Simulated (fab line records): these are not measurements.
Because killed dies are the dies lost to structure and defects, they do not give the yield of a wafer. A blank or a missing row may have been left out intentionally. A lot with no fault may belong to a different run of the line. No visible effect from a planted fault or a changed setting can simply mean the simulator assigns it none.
Which tool did it? / flow sky130 / 9 lots, 27 wafers sampled, at 5 steps of a route of 708

== WHAT THE GAUGES SHOWED, per wafer ==
SKY_VIA4_RS_MEAS_19: a four-point-probe measurement.
lot=L483; measured=day 43 04:19; on=film metro-02; VIA4_W_RS (ohm/sq)=0.2260 0.2278 0.2323
lot=L484; measured=day 43 08:16; on=film metro-02; VIA4_W_RS (ohm/sq)=0.2293 0.2271 0.2280
lot=L488; measured=day 44 13:44; on=film metro-02; VIA4_W_RS (ohm/sq)=0.2234 0.2209 0.2257
lot=L490; measured=day 44 23:52; on=film metro-01; VIA4_W_RS (ohm/sq)=0.2268 0.2255 0.2262
lot=L491; measured=day 45 05:57; on=film metro-01; VIA4_W_RS (ohm/sq)=0.2275 0.2302 0.2246
lot=L494; measured=day 46 05:27; on=film metro-03; VIA4_W_RS (ohm/sq)=0.4296 0.2266 0.4281
lot=L495; measured=day 46 07:36; on=film metro-01; VIA4_W_RS (ohm/sq)=0.2219 0.2225 0.2234
lot=L496; measured=day 46 10:13; on=film metro-02; VIA4_W_RS (ohm/sq)=0.2269 0.4395 0.2270
lot=L505; measured=day 48 09:17; on=film metro-02; VIA4_W_RS (ohm/sq)=0.2276 0.2247 0.2279

== EACH LOT AND THE TOOL THAT RAN IT (in order: tool; ch and the chambers of the sampled wafers; start) ==
lot=L483; SKY_METAL4_DESCUM_15=rie metal-02 ch 0,1, day 42 01:58; SKY_METAL4_ETCH_16=rie metal-02 ch 0,1, day 42 01:59; SKY_METAL4_STRIP_19=plasma asher-01 ch 0, day 42 02:17; SKY_VIA4_CVD_18=cvd w-01 ch 0,1, day 43 04:08
lot=L484; SKY_METAL4_DESCUM_15=rie metal-04 ch 0,1, day 42 06:34; SKY_METAL4_ETCH_16=rie metal-04 ch 0,1, day 42 06:37; SKY_METAL4_STRIP_19=plasma asher-04 ch 0,1, day 42 06:55; SKY_VIA4_CVD_18=cvd w-01 ch 0,1, day 43 08:07
lot=L488; SKY_METAL4_DESCUM_15=rie metal-04 ch 0, day 43 11:57; SKY_METAL4_ETCH_16=rie metal-04 ch 0, day 43 11:59; SKY_METAL4_STRIP_19=plasma asher-03 ch 0, day 43 12:17; SKY_VIA4_CVD_18=cvd w-02 ch 0,1, day 44 13:34
lot=L490; SKY_METAL4_DESCUM_15=rie metal-04 ch 0,1, day 43 23:58; SKY_METAL4_ETCH_16=rie metal-04 ch 0,1, day 44 00:01; SKY_METAL4_STRIP_19=plasma asher-04 ch 0,1, day 44 00:19; SKY_VIA4_CVD_18=cvd w-01 ch 0,1, day 44 23:43
lot=L491; SKY_METAL4_DESCUM_15=rie metal-02 ch 0,1, day 44 06:01; SKY_METAL4_ETCH_16=rie metal-02 ch 0,1, day 44 06:04; SKY_METAL4_STRIP_19=plasma asher-01 ch 0,1, day 44 06:22; SKY_VIA4_CVD_18=cvd w-01 ch 0,1, day 45 05:49
lot=L494; SKY_METAL4_DESCUM_15=rie metal-02 ch 0,1, day 45 06:18; SKY_METAL4_ETCH_16=rie metal-02 ch 0,1, day 45 06:20; SKY_METAL4_STRIP_19=plasma asher-03 ch 0,1, day 45 06:38; SKY_VIA4_CVD_18=cvd w-01 ch 0,1, day 46 05:17
lot=L495; SKY_METAL4_DESCUM_15=rie metal-01 ch 0,1, day 45 08:30; SKY_METAL4_ETCH_16=rie metal-01 ch 0,1, day 45 08:32; SKY_METAL4_STRIP_19=plasma asher-04 ch 0,1, day 45 08:50; SKY_VIA4_CVD_18=cvd w-02 ch 0,1, day 46 07:25
lot=L496; SKY_METAL4_DESCUM_15=rie metal-02 ch 0,1, day 45 10:55; SKY_METAL4_ETCH_16=rie metal-02 ch 0,1, day 45 10:58; SKY_METAL4_STRIP_19=plasma asher-04 ch 0,1, day 45 11:16; SKY_VIA4_CVD_18=cvd w-01 ch 0,1, day 46 10:04
lot=L505; SKY_METAL4_DESCUM_15=rie metal-02 ch 0,1, day 47 11:19; SKY_METAL4_ETCH_16=rie metal-02 ch 0,1, day 47 11:20; SKY_METAL4_STRIP_19=plasma asher-04 ch 0,1, day 47 11:38; SKY_VIA4_CVD_18=cvd w-02 ch 0,1, day 48 09:07
- SKY_METAL4_DESCUM_15: chemistry O2, time 8 s.
- SKY_METAL4_ETCH_16: etches BARC in N2/H2, stops on SiO2, time 88.2 s, target depth 60 nm.
- SKY_METAL4_STRIP_19: strips in O2/N2.
- SKY_VIA4_CVD_18: deposits W, target thk 505 nm, time 152.14 s.

== THE ANSWER, worked out from the rows above alone ==
Rule: the lots themselves supply what counts as usual. Put in order of their means at a reading, lots are off if they are a third of the lots or fewer, leave a main group of 4 or more, and stand apart from it by a gap of 3 or more times the standard deviation of the main group's means; of several such gaps the widest counts. If all means in a main group match to the digits the tables above print for the reading, that group is not used. A lot without any number at a reading at which 4 lots or more have one is off too. All remaining lots with rows at the step are treated as sound.
Off: L494, L496, at SKY_VIA4_RS_MEAS_19 (VIA4_W_RS). For the main group the mean is 0.2262 ohm/sq and the standard deviation 0.0022.
If a tool, at a process step before that reading, ran all the lots that are off and no sound lot after the first of them, it fits. Those tools and the gauges at SKY_VIA4_RS_MEAS_19 are tried in the same way. One fits: cvd w-01 at SKY_VIA4_CVD_18. A fault onset in the window from L491 (day 45 05:49, its last sound lot) to L494 (day 46 05:17, its first lot off) fits.

== WHAT WAS PUT IN BY THE SIMULATOR ==
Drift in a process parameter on cvd w-01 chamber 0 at SKY_VIA4_CVD_18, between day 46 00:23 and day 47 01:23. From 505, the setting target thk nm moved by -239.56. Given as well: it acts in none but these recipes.
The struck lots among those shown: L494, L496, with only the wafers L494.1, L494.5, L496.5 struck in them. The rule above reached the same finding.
